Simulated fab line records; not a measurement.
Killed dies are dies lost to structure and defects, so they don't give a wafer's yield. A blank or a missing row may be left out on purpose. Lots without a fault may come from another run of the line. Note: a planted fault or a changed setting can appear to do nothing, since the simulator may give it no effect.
The same fault as seen by 2 desks -- flow sky130 -- what lay behind the numbers comes last; until then each desk has only its own

== FOR THE TOOL OWNER'S DESK: rieDiel-04 ==
The tool's own readings at SKY_FIELD_ISO_ETCH_14 (etches BARC in N2/H2, stops on SiO2, time 44.48 s, target depth 60 nm): means of the sampled wafers that have a number, for each lot that ran on this tool. If a lot's mean is further than 4 standard deviations from the usual mean, the lot is out of limits and carries the mark OUT (the distance appears in the brackets).
Columns: A = biasW at SKY_FIELD_ISO_ETCH_14, usual 99.98 W; B = drypumpMotorCurrentA at SKY_FIELD_ISO_ETCH_14, usual 5.5 A; C = h2FlowSccm at SKY_FIELD_ISO_ETCH_14, usual 200.0 sccm; D = oesProductAu at SKY_FIELD_ISO_ETCH_14, usual 0.869 a.u.; E = throttleValvePct at SKY_FIELD_ISO_ETCH_14, usual 13.224 %
lot,first seen here,A,B,C,D,E
L469,day 5 04:10,100.04,5.7,200.4,0.873,13.222
L471,day 5 19:50,100.03,5.7,200.1,0.873,13.224
L475,day 6 12:43,108.53 (+29) OUT,5.6,200.0,0.873,13.217
L476,day 6 19:07,108.78 (+30) OUT,5.5,199.8,0.873,13.232
This desk's finding: out of limits on L475, L476; first on L475, day 6 12:43 (biasW at SKY_FIELD_ISO_ETCH_14). Within limits: L469, L471.

== THE METROLOGY DESK ==
Lot by lot, what the gauges showed, no matter which tool ran the lot: averages of those sampled wafers that carry a number. If a lot's mean is further than 4 standard deviations from the usual mean, the lot is out of limits and carries the mark OUT (the distance appears in the brackets).
Columns: A = LI_CONTACT_OVL at SKY_LI_CONTACT_OVL_MEAS_13, usual 3 nm; B = CONTACT_BOW at SKY_CONTACT_BOW_MEAS_05, usual 81 um
lot,first seen here,A,B
L456,day 29 18:29,1,87
L457,day 29 23:02,13,83
L461,day 31 08:59,2,82
L462,day 32 02:49,-1,82
L463,day 32 17:07,6,80
L466,day 33 02:47,6,80
L467,day 33 10:46,8,80
L469,day 34 05:10,4,78
L471,day 35 03:29,3,79
L474,day 35 16:47,2,81
L475,day 35 20:38,0,88
L476,day 36 03:08,6,83
This desk found nothing out of limits on any of the 12 lots.

== PUT TOGETHER ==
The tool owner's desk had the chance to raise an alarm at day 6 12:43 on L475, L476.
At the metrology desk, nothing out of limits was observed.
The metrology desk has L475, L476 on record, within its limits.
On rieDiel-04, each named lot ran SKY_FIELD_ISO_ETCH_14.

== WHAT THE SIMULATOR PUT IN ==
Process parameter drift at SKY_FIELD_ISO_ETCH_14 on rieDiel-04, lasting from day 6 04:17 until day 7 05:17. Setting biasW, moved by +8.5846, from 100. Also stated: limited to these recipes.
Struck lots among those shown: L475, L476.
Each desk's first reading out of limits, in hours after the fault started: the tool owner's desk, 8.
